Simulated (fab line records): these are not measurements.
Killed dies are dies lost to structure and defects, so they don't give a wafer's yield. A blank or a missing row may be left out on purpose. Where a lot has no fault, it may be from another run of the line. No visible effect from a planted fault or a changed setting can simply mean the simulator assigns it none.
fab line records + flow sfq_line + part 2 of 2: steps 31 to 40 of 40
record
- lots=5
- wafers=15
- last_day=91
route steps=325 shown M6@257 I6@266 M7@281 I7@296
lots that met no fault: from a run of the same line without faults
start_h: hours from the record's first day to the start of the lot's first wafer shown + wait_h: how many hours have passed since the lot's step before this one + " as in the row above + L1.1+2: a row that stands for several wafers + - either no value or no given start + * or withheld: withheld + < > ~ a bound
route shown NAME@n: NAME is a module with steps in the file, n the number in the route of the first one + usual: mean and standard deviation over wafers with no fault + same: alike in all rows + chamber/n: place in a boat + sites: readings site by site + _std_site: the standard deviation of these + _edge_site: the outer-site mean with the inner-site mean subtracted + radius_mm: how far each site lies from the wafer's centre + mask NAME#n: copy n + behind: the most recent tool/chamber to have shaped the wafer + hold: cause of the lot's hold/its duration in hours/its outcome + device: which transistor (n, p or np) failed to switch + end of line: at the end of the route, the tests of the same wafers + for a step that has no rows: nothing shown but its recipe + killed: at the first sort, the dies lost to defects and structure; wafer yield is something else + map: per-die view of a wafer (x killed, . not killed, _ where there is no die)
set.NAME: setting as actually run; set.NAME@STEP: the setting as run at that earlier step + model.NAME: the simulator's own value behind a step, which no gauge read
certain route steps with their lots: each step a table, each wafer a row
services: when a tool's chamber went out of use (start_h, in hours from the record's first day, below 0 if earlier), for how many hours, and the reason
## steps
# step SFQ_TRILAYER_M7_LITHO_EXPOSE_178
# recipe
- mask_id=M7
- na=0.6
- source_shape=conventional
- sigma_outer=0.65
- target_cd_nm=500
- dose_mj=14.4
| lot.wafer  | tool           | chamber | start_h | wait_h | mask |
|------------|----------------|---------|---------|--------|------|
| L076.2+3+5 | krf_scanner-02 | 0       | 1780.15 | -      | M7#0 |
| L077.2+4+6 | krf_scanner-01 | 0       | 1785.90 | -      | M7#0 |
| L083.1+4+5 | krf_scanner-02 | 0       | 1871.76 | -      | M7#0 |
| L086.2+3+6 | krf_scanner-02 | 0       | 2048.98 | -      | M7#0 |
| L092.1+3+5 | krf_scanner-01 | 0       | 2076.97 | -      | M7#0 |
# step SFQ_TRILAYER_M7_LITHO_PEB_180
# recipe
- peb_temp_c=115
- peb_time_s=60
- resist=KrF
| lot.wafer  | tool           | chamber | start_h | wait_h |
|------------|----------------|---------|---------|--------|
| L076.2+3+5 | litho_track-04 | 0       | 1781.18 | 0.8    |
| L077.2+4+6 | litho_track-03 | 0       | 1786.93 | 0.8    |
| L083.1+4+5 | litho_track-02 | 0       | 1872.96 | 1.0    |
| L086.2+3+6 | litho_track-02 | 0       | 2050.00 | 0.8    |
| L092.1+3+5 | litho_track-02 | 0       | 2078.17 | 1.0    |
# step SFQ_TRILAYER_M7_LITHO_DEVELOP_179
# recipe
- time_s=60
- resist=KrF
| lot.wafer  | tool           | chamber | start_h | wait_h |
|------------|----------------|---------|---------|--------|
| L076.2+3+5 | litho_track-04 | 0       | 1781.33 | 0.1    |
| L077.2+4+6 | litho_track-03 | 0       | 1787.08 | 0.1    |
| L083.1+4+5 | litho_track-02 | 0       | 1873.11 | 0.1    |
| L086.2+3+6 | litho_track-02 | 0       | 2050.15 | 0.1    |
| L092.1+3+5 | litho_track-02 | 0       | 2078.32 | 0.1    |
# step SFQ_M7_OVL_MEAS_945
# usual
- M7_OVL=4/5.8
| lot.wafer | tool       | chamber | start_h | wait_h | M7_OVL[nm] |
|-----------|------------|---------|---------|--------|------------|
| L076.2    | overlay-02 | -       | 1781.46 | 0.1    | 11         |
| L076.3    | "          | -       | "       | "      | 6          |
| L076.5    | "          | -       | "       | "      | 6          |
| L077.2    | overlay-02 | -       | 1787.21 | 0.1    | 7          |
| L077.4    | "          | -       | "       | "      | 10         |
| L077.6    | "          | -       | "       | "      | 6          |
| L083.1    | overlay-02 | -       | 1873.26 | 0.1    | -3         |
| L083.4    | "          | -       | "       | "      | 1          |
| L083.5    | "          | -       | "       | "      | -4         |
| L086.2    | overlay-01 | -       | 2050.29 | 0.1    | 1          |
| L086.3    | "          | -       | "       | "      | 1          |
| L086.6    | "          | -       | "       | "      | -1         |
| L092.1    | overlay-02 | -       | 2078.47 | 0.1    | 2          |
| L092.3    | "          | -       | "       | "      | 1          |
| L092.5    | "          | -       | "       | "      | 4          |
# step SFQ_TRILAYER_M7_BARC_OPEN_METAL_ETCH_229
# recipe
- mask_material=PR
- chemistry=O2
- target_depth_nm=125
- target=BARC
- icp_w=600
- bias_w=80
- pressure_mtorr=10
- time_s=41.7
# usual
- drypump_motor_current_A=5.40/0.18
- oes_product_au=0.685/0.0043
| lot.wafer | tool         | chamber | start_h | wait_h | drypump_motor_current_A | oes_product_au | rf_hours_counter_h |
|-----------|--------------|---------|---------|--------|-------------------------|----------------|--------------------|
| L076.2    | rie_metal-03 | 0       | 1781.49 | 0.0    | 5.47                    | 0.686          | 86                 |
| L076.3    | "            | 0       | "       | "      | 5.47                    | 0.689          | -                  |
| L076.5    | "            | 0       | "       | "      | 5.49                    | 0.685          | -                  |
| L077.2    | rie_metal-01 | 1       | 1787.24 | 0.0    | 5.36                    | 0.685          | 40                 |
| L077.4    | "            | 0       | "       | "      | 5.39                    | 0.680          | -                  |
| L077.6    | "            | 1       | "       | "      | 5.36                    | 0.690          | -                  |
| L083.1    | rie_metal-01 | 0       | 1873.29 | 0.0    | 5.38                    | 0.690          | 107                |
| L083.4    | "            | 1       | "       | "      | 5.37                    | 0.697          | -                  |
| L083.5    | "            | 0       | "       | "      | 5.38                    | 0.690          | -                  |
| L086.2    | rie_metal-01 | 0       | 2050.32 | 0.0    | 5.37                    | 0.681          | 12                 |
| L086.3    | "            | 0       | "       | "      | 5.37                    | 0.684          | -                  |
| L086.6    | "            | 1       | "       | "      | 5.35                    | 0.687          | -                  |
| L092.1    | rie_metal-01 | 0       | 2078.50 | 0.0    | 5.40                    | 0.690          | 15                 |
| L092.3    | "            | 1       | "       | "      | 5.38                    | 0.683          | -                  |
| L092.5    | "            | 0       | "       | "      | 5.40                    | 0.684          | -                  |
# step SFQ_TRILAYER_M7_ETCH_METAL_ETCH_180
# recipe
- target=Nb
- stop_on=SiO2
- mask_material=PR
- chemistry=Cl2/Ar
- target_depth_nm=240
- icp_w=600
- bias_w=80
- pressure_mtorr=10
- time_s=120
# usual
- drypump_motor_current_A=5.40/0.18
- oes_product_au=0.894/0.0086
| lot.wafer | tool         | chamber | start_h | wait_h | drypump_motor_current_A | oes_product_au | rf_hours_counter_h |
|-----------|--------------|---------|---------|--------|-------------------------|----------------|--------------------|
| L076.2    | rie_metal-03 | 0       | 1781.55 | 0.0    | 5.45                    | 0.893          | 86                 |
| L076.3    | "            | 0       | "       | "      | 5.48                    | 0.893          | -                  |
| L076.5    | "            | 0       | "       | "      | 5.46                    | 0.884          | -                  |
| L077.2    | rie_metal-01 | 1       | 1787.30 | 0.0    | 5.35                    | 0.876          | 40                 |
| L077.4    | "            | 0       | "       | "      | 5.37                    | 0.892          | -                  |
| L077.6    | "            | 1       | "       | "      | 5.36                    | 0.889          | -                  |
| L083.1    | rie_metal-01 | 0       | 1873.35 | 0.0    | 5.36                    | 0.902          | 107                |
| L083.4    | "            | 1       | "       | "      | 5.37                    | 0.892          | -                  |
| L083.5    | "            | 0       | "       | "      | 5.36                    | 0.899          | -                  |
| L086.2    | rie_metal-01 | 0       | 2050.37 | 0.0    | 5.37                    | 0.900          | 12                 |
| L086.3    | "            | 0       | "       | "      | 5.41                    | 0.892          | -                  |
| L086.6    | "            | 1       | "       | "      | 5.38                    | 0.894          | -                  |
| L092.1    | rie_metal-01 | 0       | 2078.56 | 0.0    | 5.37                    | 0.886          | 15                 |
| L092.3    | "            | 1       | "       | "      | 5.34                    | 0.888          | -                  |
| L092.5    | "            | 0       | "       | "      | 5.38                    | 0.888          | -                  |
# step SFQ_TRILAYER_M7_STRIP_STRIP_181
# recipe
- gas=O2
- power_w=200
- platen_temp_c=40
- overash_fraction=0.65
- chemistry=O2
- pressure_mtorr=50
# usual
- drypump_motor_current_A=5.40/0.18
- oes_product_au=1.001/0.0087
| lot.wafer | tool         | chamber | start_h | wait_h | drypump_motor_current_A | oes_product_au | rf_hours_counter_h |
|-----------|--------------|---------|---------|--------|-------------------------|----------------|--------------------|
| L076.2    | rie_metal-03 | 0       | 1781.67 | 0.1    | 5.51                    | 0.989          | 86                 |
| L076.3    | "            | 0       | "       | "      | 5.51                    | 0.993          | -                  |
| L076.5    | "            | 0       | "       | "      | 5.48                    | 0.993          | -                  |
| L077.2    | rie_metal-01 | 1       | 1787.42 | 0.1    | 5.37                    | 1.015          | 40                 |
| L077.4    | "            | 0       | "       | "      | 5.39                    | 0.983          | -                  |
| L077.6    | "            | 1       | "       | "      | 5.35                    | 1.014          | -                  |
| L083.1    | rie_metal-01 | 0       | 1873.48 | 0.1    | 5.37                    | 0.992          | 107                |
| L083.4    | "            | 1       | "       | "      | 5.35                    | 1.014          | -                  |
| L083.5    | "            | 0       | "       | "      | 5.39                    | 0.993          | -                  |
| L086.2    | rie_metal-01 | 0       | 2050.50 | 0.1    | 5.36                    | 0.997          | 13                 |
| L086.3    | "            | 0       | "       | "      | 5.32                    | 1.013          | -                  |
| L086.6    | "            | 1       | "       | "      | 5.34                    | 1.012          | -                  |
| L092.1    | rie_metal-01 | 0       | 2078.69 | 0.1    | 5.37                    | 1.005          | 16                 |
| L092.3    | "            | 1       | "       | "      | 5.39                    | 1.019          | -                  |
| L092.5    | "            | 0       | "       | "      | 5.37                    | 1.008          | -                  |
# step SFQ_TRILAYER_M7_STRIP_SOLV_CLEAN_182
# recipe
- chemistry=NMP
- temp_c=70
- time_s=600
| lot.wafer  | tool         | chamber | start_h | wait_h |
|------------|--------------|---------|---------|--------|
| L076.2+3+5 | wet_bench-01 | 5,7,0   | 1782.27 | 0.4    |
| L077.2+4+6 | wet_bench-01 | 4,5,3   | 1788.02 | 0.4    |
| L083.1+4+5 | wet_bench-02 | 7,3,2   | 1874.08 | 0.4    |
| L086.2+3+6 | wet_bench-02 | 7,4,6   | 2051.10 | 0.4    |
| L092.1+3+5 | wet_bench-04 | 4,2,1   | 2079.29 | 0.4    |
# step SFQ_TRILAYER_I7_DEP_PECVD_183
# recipe
- material=SiO2
- temp_c=150
- time_s=111.11
- pressure_torr=2.4
- rf_w=183.3
- precursor=SiH4/N2O
- target_thk_nm=500
# usual
- heater_power_w=93/12
- throttle_valve_pct=24.8/1.4
| lot.wafer | tool     | chamber | start_h | wait_h | heater_power_w | throttle_valve_pct |
|-----------|----------|---------|---------|--------|----------------|--------------------|
| L076.2    | pecvd-01 | 0       | 1782.45 | 0.0    | 85             | 23.6               |
| L076.3    | "        | 1       | "       | "      | 89             | 23.2               |
| L076.5    | "        | 0       | "       | "      | 85             | 23.8               |
| L077.2    | pecvd-04 | 1       | 1788.20 | 0.0    | 86             | 25.7               |
| L077.4    | "        | 0       | "       | "      | 110            | 25.0               |
| L077.6    | "        | 1       | "       | "      | 84             | 25.8               |
| L083.1    | pecvd-01 | 0       | 1874.25 | 0.0    | 79             | 24.4               |
| L083.4    | "        | 0       | "       | "      | 79             | 23.9               |
| L083.5    | "        | 2       | "       | "      | 103            | 23.5               |
| L086.2    | pecvd-03 | 0       | 2051.27 | 0.0    | 105            | 27.9               |
| L086.3    | "        | 1       | "       | "      | 93             | 25.1               |
| L086.6    | "        | 0       | "       | "      | 110            | 28.1               |
| L092.1    | pecvd-04 | 1       | 2079.46 | 0.0    | 87             | 26.3               |
| L092.3    | "        | 2       | "       | "      | 92             | 23.9               |
| L092.5    | "        | 0       | "       | "      | 113            | 25.5               |
# step SFQ_TRILAYER_I7_CMP_CMP_184
# recipe
- material=SiO2
- down_force_psi=3
- platen_rpm=60
- pad_velocity_m_s=0.94248
# usual
- edge_zone_pressure_frac=1.001/0.0048
- motor_current_A=10.2/0.94
- time_to_endpoint_s=216/8
| lot.wafer | tool   | chamber | start_h | wait_h | edge_zone_pressure_frac | motor_current_A | time_to_endpoint_s |
|-----------|--------|---------|---------|--------|-------------------------|-----------------|--------------------|
| L076.3    | cmp-02 | 0       | 1783.53 | 1.0    | 1.002                   | 8.3             | 216                |
| L076.2    | "      | 1       | "       | "      | 0.999                   | 10.2            | 221                |
| L076.5    | "      | 2       | "       | "      | 0.999                   | 11.0            | 214                |
| L077.2    | cmp-02 | 2       | 1788.28 | 0.0    | 1.000                   | 11.3            | 206                |
| L077.4    | "      | 1       | 1789.78 | 1.5    | 1.008                   | 10.5            | 225                |
| L077.6    | "      | 3       | 1790.78 | 2.5    | 1.005                   | 10.0            | 219                |
| L083.4    | cmp-02 | 0       | 1874.33 | 0.0    | 0.992                   | 8.4             | 226                |
| L083.1    | "      | 3       | 1875.83 | 1.5    | 1.005                   | 9.8             | 223                |
| L083.5    | "      | 0       | "       | "      | 0.996                   | 8.5             | 236                |
| L086.3    | cmp-01 | 1       | 2057.44 | 6.1    | 0.998                   | 10.8            | 220                |
| L086.2    | "      | 2       | "       | "      | 1.005                   | 9.6             | 215                |
| L086.6    | "      | 0       | 2058.94 | 7.6    | 0.999                   | 10.5            | 220                |
| L092.1    | cmp-01 | 3       | 2079.54 | 0.0    | 1.011                   | 10.3            | 217                |
| L092.3    | "      | 0       | "       | "      | 0.993                   | 11.0            | 216                |
| L092.5    | "      | 3       | 2081.54 | 2.0    | 1.001                   | 10.4            | 219                |
## services
| tool           | chamber | start_h | hours | kind   |
|----------------|---------|---------|-------|--------|
| cmp-01         | -       | 1631.64 | 3.5   | pm     |
| krf_scanner-02 | -       | 1634.42 | 2.1   | repair |
| krf_scanner-01 | -       | 1642.12 | 4.5   | repair |
| rie_metal-01   | 0       | 1649.79 | 3.2   | repair |
| krf_scanner-02 | -       | 1658.31 | 1.3   | pm     |
| krf_scanner-02 | -       | 1679.50 | 0.6   | repair |
| rie_metal-01   | 0       | 1704.13 | 36.8  | repair |
| krf_scanner-01 | -       | 1704.83 | 1.0   | pm     |
| rie_metal-03   | -       | 1758.16 | 2.8   | pm     |
| krf_scanner-01 | -       | 1784.28 | 1.3   | pm     |
| krf_scanner-01 | -       | 1821.29 | 0.8   | pm     |
| krf_scanner-01 | -       | 1825.39 | 0.3   | repair |
| rie_metal-02   | -       | 1829.42 | 0.1   | repair |
| rie_metal-02   | -       | 1860.86 | 0.8   | repair |
| krf_scanner-01 | -       | 1873.04 | 1.0   | pm     |
| krf_scanner-01 | -       | 1959.82 | 1.1   | repair |
| krf_scanner-01 | -       | 1960.95 | 1.3   | pm     |
| rie_metal-01   | -       | 1969.86 | 2.8   | pm     |
| rie_metal-02   | 0       | 1979.83 | 8.4   | repair |
| krf_scanner-01 | -       | 2013.85 | 3.6   | pm     |
| krf_scanner-01 | -       | 2018.80 | 0.5   | repair |
| krf_scanner-01 | -       | 2026.06 | 6.6   | repair |
| krf_scanner-01 | -       | 2041.68 | 1.0   | pm     |
| krf_scanner-01 | -       | 2055.04 | 0.2   | repair |
